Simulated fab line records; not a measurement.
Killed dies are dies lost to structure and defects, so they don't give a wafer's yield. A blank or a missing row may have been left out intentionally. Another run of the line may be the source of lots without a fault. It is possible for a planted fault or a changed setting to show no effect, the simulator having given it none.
fab line records + flow sky130
record:
- lots: 11
- wafers: 33
- lastDay: 50
route steps=708 shown LDD_HVN@276 POLY_CUT@317 RES_XHIGH@334 SD_N@353
lots that met no fault: taken from a fault-free run of the same line
startH: hours from the record's first day to the start of the lot's first wafer shown + waitH: how many hours have passed since the lot's step before this one + " identical to the entry in the row above + L1.1+2: a row that stands for several wafers + - no value, or no start was given + * or withheld: withheld + < > ~ a bound
route shown NAME@n: names a module that has steps shown in the file, with the first one's number in the route + usual: mean and standard deviation over wafers with no fault + same: alike in all rows + chamber/n: place in a boat + sites: readings site by site + _std_site: how widely they spread, as a standard deviation + _edge_site: outer sites' mean less inner sites' + radiusMm: for every site, how far away it sits from the centre of the wafer + mask NAME#n: copy n + behind: the last tool/chamber to shape the wafer + hold: cause of the lot's hold/its duration in hours/its outcome + device: names the non-switching transistor (n, p or np) + end of line: at the end of the route, the tests of the same wafers + a step without rows: its recipe alone + killed: dies that structure and defects cost at the first sort, which is not the same as the wafer's yield + map: per-die view of a wafer (x killed, . not killed, _ where there is no die)
set.NAME: the setting that was run; set.NAME@STEP: the one run at that earlier step + model.NAME: the simulator's own value behind a step, which no gauge read
route steps across a sampled set of lots; one table per step, one row per wafer
services: when a tool's chamber went out of use (startH, in hours from the record's first day, below 0 if earlier), for how many hours, and the reason
== steps ==
step: SKY_LDD_HVN_STRIP_09
recipe:
- chemistry: O2/N2
- powerW: 1400
- pressureMtorr: 1500
- platenTempC: withheld
- o2FlowSccm: 3000
- n2FlowSccm: 300
- overashFraction: 0.5
usual:
- drypumpMotorCurrentA: 5.9/0.36
- o2FlowSccm: 3001/9.5
- oesProductAu: 0.409/0.0047
- stripTimeToEndpointS: 4.133/0.013
| lot.wafer | tool           | chamber | startH | waitH | drypumpMotorCurrentA | o2FlowSccm | oesProductAu | rfHoursCounterH | stripTimeToEndpointS |
|-----------|----------------|---------|--------|-------|----------------------|------------|--------------|-----------------|----------------------|
| L542.1    | plasmaAsher-02 | 1       | 455.00 | 0.1   | 5.6                  | 2983       | 0.412        | 32              | 4.154                |
| L542.5    | "              | 1       | "      | "     | 5.6                  | 3003       | 0.410        | -               | 4.130                |
| L542.6    | "              | 0       | "      | "     | 5.8                  | 2989       | 0.409        | -               | 4.121                |
| L545.1    | plasmaAsher-04 | 0       | 480.25 | 0.1   | 5.3                  | 3010       | 0.402        | 64              | 4.137                |
| L545.2    | "              | 1       | "      | "     | 5.9                  | 3002       | 0.411        | 64              | 4.128                |
| L545.3    | "              | 0       | "      | "     | 5.2                  | 3008       | 0.413        | -               | 4.153                |
| L547.3    | plasmaAsher-02 | 1       | 499.00 | 0.1   | 5.6                  | 2999       | 0.409        | -               | 4.133                |
| L547.4    | "              | 0       | "      | "     | 5.8                  | 2988       | 0.408        | -               | 4.140                |
| L547.5    | "              | 0       | "      | "     | 5.8                  | 2992       | 0.408        | -               | 4.130                |
| L550.2    | plasmaAsher-03 | 0       | 534.61 | 0.1   | 6.5                  | 3010       | 0.404        | 11              | 4.146                |
| L550.4    | "              | 0       | "      | "     | 6.4                  | 2992       | 0.405        | -               | 4.132                |
| L550.6    | "              | 0       | "      | "     | 6.4                  | 3005       | 0.412        | -               | 4.132                |
| L556.2    | plasmaAsher-04 | 1       | 597.51 | 0.1   | 5.9                  | 2989       | 0.411        | 76              | 4.133                |
| L556.5    | "              | 0       | "      | "     | 5.2                  | 3007       | 0.409        | -               | 4.113                |
| L556.6    | "              | 1       | "      | "     | 5.8                  | 2986       | 0.412        | -               | 4.116                |
| L559.2    | plasmaAsher-02 | 0       | 603.35 | 0.1   | 5.8                  | 2997       | 0.410        | 49              | 4.146                |
| L559.4    | "              | 0       | "      | "     | 5.8                  | 3009       | 0.404        | -               | 4.129                |
| L559.5    | "              | 1       | "      | "     | 5.6                  | 2996       | 0.406        | -               | 4.135                |
| L560.1    | plasmaAsher-03 | 0       | 612.10 | 0.1   | 6.4                  | 2997       | 0.409        | 17              | 4.144                |
| L560.2    | "              | 1       | "      | "     | 6.0                  | 2981       | 0.408        | 17              | 4.140                |
| L560.4    | "              | 1       | "      | "     | 6.0                  | 2990       | 0.417        | -               | 4.141                |
| L561.1    | plasmaAsher-03 | 0       | 619.90 | 0.1   | 6.4                  | 2986       | 0.410        | 18              | 4.115                |
| L561.2    | "              | 1       | "      | "     | 6.0                  | 2997       | 0.407        | 18              | 4.092                |
| L561.6    | "              | 0       | "      | "     | 6.4                  | 2993       | 0.409        | -               | 4.123                |
| L562.1    | plasmaAsher-02 | 1       | 631.71 | 0.1   | 5.6                  | 3002       | 0.408        | 51              | 4.103                |
| L562.2    | "              | 0       | "      | "     | 5.8                  | 3002       | 0.410        | 51              | 4.109                |
| L562.3    | "              | 1       | "      | "     | 5.6                  | 3009       | 0.414        | -               | 4.132                |
| L563.1    | plasmaAsher-02 | 1       | 641.21 | 0.1   | 5.6                  | 3003       | 0.406        | 52              | 4.145                |
| L563.2    | "              | 0       | "      | "     | 5.8                  | 2994       | 0.409        | 52              | 4.168                |
| L563.5    | "              | 1       | "      | "     | 5.6                  | 3002       | 0.411        | -               | 4.157                |
| L564.1    | plasmaAsher-04 | 0       | 649.55 | 0.1   | 5.3                  | 2981       | 0.409        | 81              | 4.138                |
| L564.5    | "              | 1       | "      | "     | 5.8                  | 3009       | 0.410        | -               | 4.146                |
| L564.6    | "              | 0       | "      | "     | 5.3                  | 2998       | 0.406        | -               | 4.138                |
step: SKY_POLY_CUT_ETCH_10
recipe:
- chemistry: N2/H2
- target: BARC
- ionEnergyEv: 200
- sourceW: 500
- biasW: 100
- pressureMtorr: 30
- n2FlowSccm: 100
- h2FlowSccm: 200
- stopOn: SiO2
- timeS: 45.9
- targetDepthA: 600
usual:
- drypumpMotorCurrentA: 5.8/0.39
- oesProductAu: 0.855/0.0043
- throttleValvePct: 13.225/0.0087
| lot.wafer | tool       | chamber | startH | waitH | drypumpMotorCurrentA | oesProductAu | rfHoursCounterH | throttleValvePct |
|-----------|------------|---------|--------|-------|----------------------|--------------|-----------------|------------------|
| L542.1    | rieDiel-02 | 0       | 549.96 | 0.0   | 5.9                  | 0.847        | 10              | 13.217           |
| L542.5    | "          | 0       | "      | "     | 5.9                  | 0.850        | -               | 13.216           |
| L542.6    | "          | 1       | "      | "     | 5.3                  | 0.856        | -               | 13.229           |
| L545.1    | rieDiel-04 | 2       | 572.58 | 0.0   | 5.9                  | 0.860        | 0               | 13.197           |
| L545.2    | "          | 3       | "      | "     | 5.8                  | 0.849        | 39              | 13.225           |
| L545.3    | "          | 0       | "      | "     | 6.4                  | 0.853        | 4               | 13.228           |
| L547.3    | rieDiel-02 | 0       | 592.33 | 0.0   | 5.9                  | 0.853        | 10              | 13.235           |
| L547.4    | "          | 2       | "      | "     | 6.1                  | 0.859        | 58              | 13.224           |
| L547.5    | "          | 1       | "      | "     | 5.3                  | 0.855        | -               | 13.223           |
| L550.2    | rieDiel-04 | 3       | 628.38 | 0.0   | 5.8                  | 0.851        | 40              | 13.235           |
| L550.4    | "          | 2       | "      | "     | 6.0                  | 0.854        | 2               | 13.232           |
| L550.6    | "          | 2       | "      | "     | 5.9                  | 0.860        | -               | 13.215           |
| L556.2    | rieDiel-04 | 3       | 689.76 | 0.0   | 5.7                  | 0.851        | 42              | 13.232           |
| L556.5    | "          | 0       | "      | "     | 6.4                  | 0.854        | -               | 13.241           |
| L556.6    | "          | 1       | "      | "     | 5.9                  | 0.853        | -               | 13.215           |
| L559.2    | rieDiel-04 | 2       | 693.78 | 0.0   | 6.0                  | 0.854        | 3               | 13.219           |
| L559.4    | "          | 1       | "      | "     | 5.9                  | 0.847        | 41              | 13.218           |
| L559.5    | "          | 0       | "      | "     | 6.4                  | 0.858        | -               | 13.236           |
| L560.1    | rieDiel-03 | 2       | 703.53 | 0.0   | 6.2                  | 0.855        | 14              | 13.213           |
| L560.2    | "          | 0       | "      | "     | 5.1                  | 0.847        | 6               | 13.232           |
| L560.4    | "          | 1       | "      | "     | 5.6                  | 0.856        | 4               | 13.232           |
| L561.1    | rieDiel-03 | 3       | 708.93 | 0.0   | 5.9                  | 0.852        | 25              | 13.231           |
| L561.2    | "          | 1       | "      | "     | 5.5                  | 0.857        | 4               | 13.206           |
| L561.6    | "          | 0       | "      | "     | 5.1                  | 0.858        | -               | 13.214           |
| L562.1    | rieDiel-03 | 2       | 720.72 | 0.0   | 6.2                  | 0.857        | 14              | 13.224           |
| L562.2    | "          | 0       | "      | "     | 5.1                  | 0.856        | 7               | 13.228           |
| L562.3    | "          | 3       | "      | "     | 5.9                  | 0.857        | 25              | 13.223           |
| L563.1    | rieDiel-02 | 1       | 729.88 | 0.0   | 5.3                  | 0.858        | 11              | 13.227           |
| L563.2    | "          | 3       | "      | "     | 6.3                  | 0.861        | 9               | 13.232           |
| L563.5    | "          | 3       | "      | "     | 6.3                  | 0.855        | -               | 13.219           |
| L564.1    | rieDiel-03 | 0       | 736.56 | 0.0   | 5.1                  | 0.853        | 7               | 13.218           |
| L564.5    | "          | 3       | "      | "     | 5.9                  | 0.854        | -               | 13.231           |
| L564.6    | "          | 0       | "      | "     | 5.1                  | 0.864        | -               | 13.242           |
step: SKY_RES_XHIGH_COAT_02
recipe:
- resist: NOVOLAK
- spinRpm: 3000
- resistThkNm: 1140
| lot.wafer  | tool          | chamber | startH | waitH |
|------------|---------------|---------|--------|-------|
| L542.1+5+6 | lithoTrack-03 | 0       | 593.73 | 0.1   |
| L545.1+2+3 | lithoTrack-03 | 0       | 617.73 | 0.1   |
| L547.3+4+5 | lithoTrack-01 | 0       | 638.21 | 0.1   |
| L550.2+4+6 | lithoTrack-01 | 0       | 672.58 | 0.1   |
| L556.2+5+6 | lithoTrack-01 | 0       | 731.78 | 0.1   |
| L559.2+4+5 | lithoTrack-03 | 0       | 735.10 | 0.1   |
| L560.1+2+4 | lithoTrack-01 | 0       | 744.31 | 0.1   |
| L561.1+2+6 | lithoTrack-01 | 0       | 750.81 | 0.1   |
| L562.1+2+3 | lithoTrack-01 | 0       | 762.46 | 0.1   |
| L563.1+2+5 | lithoTrack-01 | 0       | 772.11 | 0.1   |
| L564.1+5+6 | lithoTrack-03 | 0       | 778.43 | 0.1   |
step: SKY_RES_XHIGH_STRIP_08
recipe:
- chemistry: O2/N2
- powerW: 1400
- pressureMtorr: 1500
- platenTempC: withheld
- o2FlowSccm: 3000
- n2FlowSccm: 300
- overashFraction: 0.5
usual:
- drypumpMotorCurrentA: 6.1/0.35
- o2FlowSccm: 3000/9.2
- oesProductAu: 0.710/0.0046
- stripTimeToEndpointS: 14.29/0.038
| lot.wafer | tool           | chamber | startH | waitH | drypumpMotorCurrentA | o2FlowSccm | oesProductAu | rfHoursCounterH | stripTimeToEndpointS |
|-----------|----------------|---------|--------|-------|----------------------|------------|--------------|-----------------|----------------------|
| L542.1    | plasmaAsher-01 | 1       | 610.31 | 0.1   | 5.9                  | 2996       | 0.717        | 93              | 14.26                |
| L542.5    | "              | 1       | "      | "     | 5.9                  | 3004       | 0.707        | -               | 14.27                |
| L542.6    | "              | 0       | "      | "     | 6.4                  | 3009       | 0.707        | -               | 14.27                |
| L545.1    | plasmaAsher-03 | 0       | 631.96 | 0.1   | 6.4                  | 2998       | 0.713        | 20              | 14.35                |
| L545.2    | "              | 1       | "      | "     | 6.0                  | 3004       | 0.715        | 20              | 14.33                |
| L545.3    | "              | 1       | "      | "     | 6.0                  | 2991       | 0.713        | -               | 14.31                |
| L547.3    | plasmaAsher-01 | 0       | 652.70 | 0.1   | 6.4                  | 3011       | 0.528        | -               | 7.22                 |
| L547.4    | "              | 1       | "      | "     | 5.9                  | 2997       | 0.534        | -               | 7.21                 |
| L547.5    | "              | 0       | "      | "     | 6.4                  | 3015       | 0.533        | -               | 7.23                 |
| L550.2    | plasmaAsher-03 | 1       | 687.18 | 0.1   | 6.0                  | 3004       | 0.524        | 25              | 7.19                 |
| L550.4    | "              | 1       | "      | "     | 6.0                  | 3008       | 0.525        | -               | 7.20                 |
| L550.6    | "              | 1       | "      | "     | 6.0                  | 3005       | 0.523        | -               | 7.21                 |
| L556.2    | plasmaAsher-01 | 1       | 745.13 | 0.1   | 5.9                  | 3002       | 0.709        | 0               | 14.38                |
| L556.5    | "              | 0       | "      | "     | 6.4                  | 2997       | 0.723        | -               | 14.34                |
| L556.6    | "              | 1       | "      | "     | 5.9                  | 3008       | 0.714        | -               | 14.33                |
| L559.2    | plasmaAsher-04 | 0       | 748.73 | 0.1   | 5.3                  | 3002       | 0.706        | 90              | 14.29                |
| L559.4    | "              | 1       | "      | "     | 5.8                  | 2991       | 0.707        | -               | 14.34                |
| L559.5    | "              | 1       | "      | "     | 5.8                  | 3000       | 0.714        | -               | 14.24                |
| L560.1    | plasmaAsher-03 | 1       | 759.06 | 0.1   | 6.0                  | 3010       | 0.708        | 32              | 14.28                |
| L560.2    | "              | 0       | "      | "     | 6.4                  | 2992       | 0.708        | 32              | 14.29                |
| L560.4    | "              | 1       | "      | "     | 6.0                  | 2981       | 0.712        | -               | 14.29                |
| L561.1    | plasmaAsher-04 | 0       | 765.31 | 0.1   | 5.2                  | 2995       | 0.706        | 92              | 14.31                |
| L561.2    | "              | 1       | "      | "     | 5.9                  | 2996       | 0.704        | 92              | 14.34                |
| L561.6    | "              | 0       | "      | "     | 5.3                  | 3021       | 0.699        | -               | 14.32                |
| L562.1    | plasmaAsher-03 | 0       | 776.61 | 0.1   | 6.4                  | 3012       | 0.714        | 34              | 14.31                |
| L562.2    | "              | 1       | "      | "     | 6.0                  | 2994       | 0.709        | 34              | 14.28                |
| L562.3    | "              | 1       | "      | "     | 6.0                  | 3007       | 0.709        | -               | 14.27                |
| L563.1    | plasmaAsher-04 | 1       | 785.76 | 0.1   | 5.8                  | 3001       | 0.706        | 93              | 14.31                |
| L563.2    | "              | 0       | "      | "     | 5.3                  | 3012       | 0.710        | 93              | 14.25                |
| L563.5    | "              | 1       | "      | "     | 5.8                  | 2992       | 0.709        | -               | 14.27                |
| L564.1    | plasmaAsher-01 | 0       | 792.83 | 0.1   | 6.4                  | 3002       | 0.701        | 5               | 14.33                |
| L564.5    | "              | 0       | "      | "     | 6.4                  | 2996       | 0.712        | -               | 14.27                |
| L564.6    | "              | 1       | "      | "     | 5.9                  | 3003       | 0.711        | -               | 14.28                |
step: SKY_SD_N_STRIP_11
recipe:
- chemistry: O2/N2
- powerW: 1400
- pressureMtorr: 1500
- platenTempC: withheld
- o2FlowSccm: 3000
- n2FlowSccm: 300
- overashFraction: 0.5
usual:
- drypumpMotorCurrentA: 6.1/0.3
- o2FlowSccm: 2998/8.6
- oesProductAu: 0.527/0.0047
- stripTimeToEndpointS: 22.57/0.041
| lot.wafer | tool           | chamber | startH | waitH | drypumpMotorCurrentA | o2FlowSccm | oesProductAu | rfHoursCounterH | stripTimeToEndpointS |
|-----------|----------------|---------|--------|-------|----------------------|------------|--------------|-----------------|----------------------|
| L542.1    | plasmaAsher-03 | 0       | 640.71 | 0.1   | 6.4                  | 3000       | 0.522        | 20              | 22.59                |
| L542.5    | "              | 0       | "      | "     | 6.4                  | 3006       | 0.532        | -               | 22.56                |
| L542.6    | "              | 1       | "      | "     | 6.0                  | 3007       | 0.520        | -               | 22.56                |
| L545.1    | plasmaAsher-03 | 0       | 661.97 | 0.1   | 6.4                  | 3005       | 0.521        | 22              | 22.60                |
| L545.2    | "              | 1       | "      | "     | 6.0                  | 2998       | 0.525        | 22              | 22.57                |
| L545.3    | "              | 1       | "      | "     | 6.0                  | 2999       | 0.530        | -               | 22.63                |
| L547.3    | plasmaAsher-03 | 0       | 682.65 | 0.1   | 6.4                  | 2993       | 0.524        | -               | 22.60                |
| L547.4    | "              | 1       | "      | "     | 6.0                  | 3000       | 0.527        | -               | 22.62                |
| L547.5    | "              | 1       | "      | "     | 6.0                  | 3007       | 0.521        | -               | 22.64                |
| L550.2    | plasmaAsher-02 | 0       | 715.07 | 0.1   | 5.8                  | 2984       | 0.534        | 60              | 22.65                |
| L550.4    | "              | 1       | "      | "     | 5.6                  | 2998       | 0.530        | -               | 22.64                |
| L550.6    | "              | 1       | "      | "     | 5.6                  | 3002       | 0.526        | -               | 22.65                |
| L556.2    | plasmaAsher-01 | 1       | 774.58 | 0.1   | 5.9                  | 2993       | 0.527        | 3               | 22.55                |
| L556.5    | "              | 0       | "      | "     | 6.4                  | 2977       | 0.532        | -               | 22.57                |
| L556.6    | "              | 1       | "      | "     | 6.0                  | 2997       | 0.523        | -               | 22.54                |
| L559.2    | plasmaAsher-02 | 1       | 777.57 | 0.1   | 5.6                  | 3004       | 0.530        | 66              | 22.52                |
| L559.4    | "              | 0       | "      | "     | 5.8                  | 2986       | 0.532        | -               | 22.53                |
| L559.5    | "              | 0       | "      | "     | 5.8                  | 2992       | 0.515        | -               | 22.58                |
| L560.1    | plasmaAsher-02 | 0       | 787.67 | 0.1   | 5.8                  | 3019       | 0.530        | 67              | 22.51                |
| L560.2    | "              | 1       | "      | "     | 5.6                  | 2988       | 0.520        | 67              | 22.47                |
| L560.4    | "              | 1       | "      | "     | 5.6                  | 3013       | 0.525        | -               | 22.46                |
| L561.1    | plasmaAsher-01 | 0       | 793.72 | 0.1   | 6.4                  | 2997       | 0.532        | 5               | 22.60                |
| L561.2    | "              | 1       | "      | "     | 5.9                  | 2987       | 0.539        | 5               | 22.54                |
| L561.6    | "              | 1       | "      | "     | 5.9                  | 2991       | 0.533        | -               | 22.51                |
| L562.1    | plasmaAsher-03 | 0       | 804.28 | 0.1   | 6.4                  | 2994       | 0.532        | 36              | 22.52                |
| L562.2    | "              | 1       | "      | "     | 6.0                  | 2976       | 0.533        | 36              | 22.53                |
| L562.3    | "              | 0       | "      | "     | 6.4                  | 2999       | 0.527        | -               | 22.55                |
| L563.1    | plasmaAsher-01 | 1       | 812.23 | 0.1   | 5.9                  | 3005       | 0.524        | 7               | 22.60                |
| L563.2    | "              | 0       | "      | "     | 6.4                  | 2993       | 0.527        | 7               | 22.56                |
| L563.5    | "              | 0       | "      | "     | 6.4                  | 3000       | 0.531        | -               | 22.58                |
| L564.1    | plasmaAsher-02 | 0       | 818.87 | 0.1   | 5.8                  | 2988       | 0.525        | 70              | 22.49                |
| L564.5    | "              | 1       | "      | "     | 5.5                  | 3001       | 0.515        | -               | 22.52                |
| L564.6    | "              | 0       | "      | "     | 5.8                  | 2989       | 0.532        | -               | 22.51                |
== services ==
| tool           | chamber | startH | hours | kind   |
|----------------|---------|--------|-------|--------|
| rieDiel-03     | -       | 443.09 | 14.6  | pm     |
| rieDiel-03     | -       | 458.96 | 0.7   | repair |
| plasmaAsher-01 | -       | 481.92 | 4.3   | repair |
| plasmaAsher-03 | -       | 483.82 | 0.5   | repair |
| rieDiel-03     | -       | 495.18 | 0.7   | repair |
| rieDiel-04     | 0       | 498.26 | 17.6  | repair |
| plasmaAsher-01 | -       | 498.80 | 8.8   | repair |
| rieDiel-04     | 1       | 523.77 | 17.8  | repair |
| rieDiel-04     | -       | 530.10 | 0.6   | repair |
| plasmaAsher-01 | -       | 530.86 | 14.6  | pm     |
| plasmaAsher-03 | -       | 535.53 | 1.2   | repair |
| plasmaAsher-04 | -       | 550.75 | 0.4   | repair |
| plasmaAsher-03 | -       | 552.25 | 15.6  | pm     |
| rieDiel-04     | 3       | 559.04 | 4.5   | repair |
| plasmaAsher-04 | -       | 564.62 | 14.6  | pm     |
| plasmaAsher-03 | -       | 596.08 | 0.3   | repair |
| plasmaAsher-02 | -       | 597.09 | 2.9   | repair |
| plasmaAsher-03 | -       | 642.81 | 1.4   | repair |
| plasmaAsher-03 | -       | 659.61 | 1.0   | repair |
| plasmaAsher-04 | -       | 669.30 | 2.4   | repair |
| plasmaAsher-01 | -       | 724.13 | 1.9   | repair |
| plasmaAsher-01 | -       | 733.78 | 9.0   | pm     |
| plasmaAsher-01 | -       | 765.53 | 0.4   | repair |
| plasmaAsher-04 | -       | 766.65 | 2.8   | pm     |
== key ==
firstSign:
- step: SKY_RES_XHIGH_STRIP_08
- reading: stripTimeToEndpointS
- direction: down
- sigmas: 99+
- usual: *
- struck: *
effect:
- step: SKY_RES_XHIGH_STRIP_08
- reading: oesProductAu
- direction: down
- sigmas: 40
- usual: 0.710
- struck: 0.528
metAt SKY_RES_XHIGH_COAT_02
struckLots L547,L550
testerLeftOut L547,L550
notActingAt SKY_LDD_HVN_STRIP_09,SKY_POLY_CUT_ETCH_10,SKY_SD_N_STRIP_11
fault:
- kind: processParameterDrift
- tool: lithoTrack-01
- chamber: -
- onsetH: 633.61
- steps: SKY_RES_XHIGH_COAT_02
- channel: resistThkNm
- offset: -604.36
- shape: step
- endH: 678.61
- actsIn: theseRecipesOnly
- stated: 1140
testerLeftOut: of these lots the tester's yield and bins aren't shown, on N5 and GAA mostly nor the transistor test; their killed dies are dies lost to structure and defects alone, not to doping, threshold or leakage, so they don't give the yield
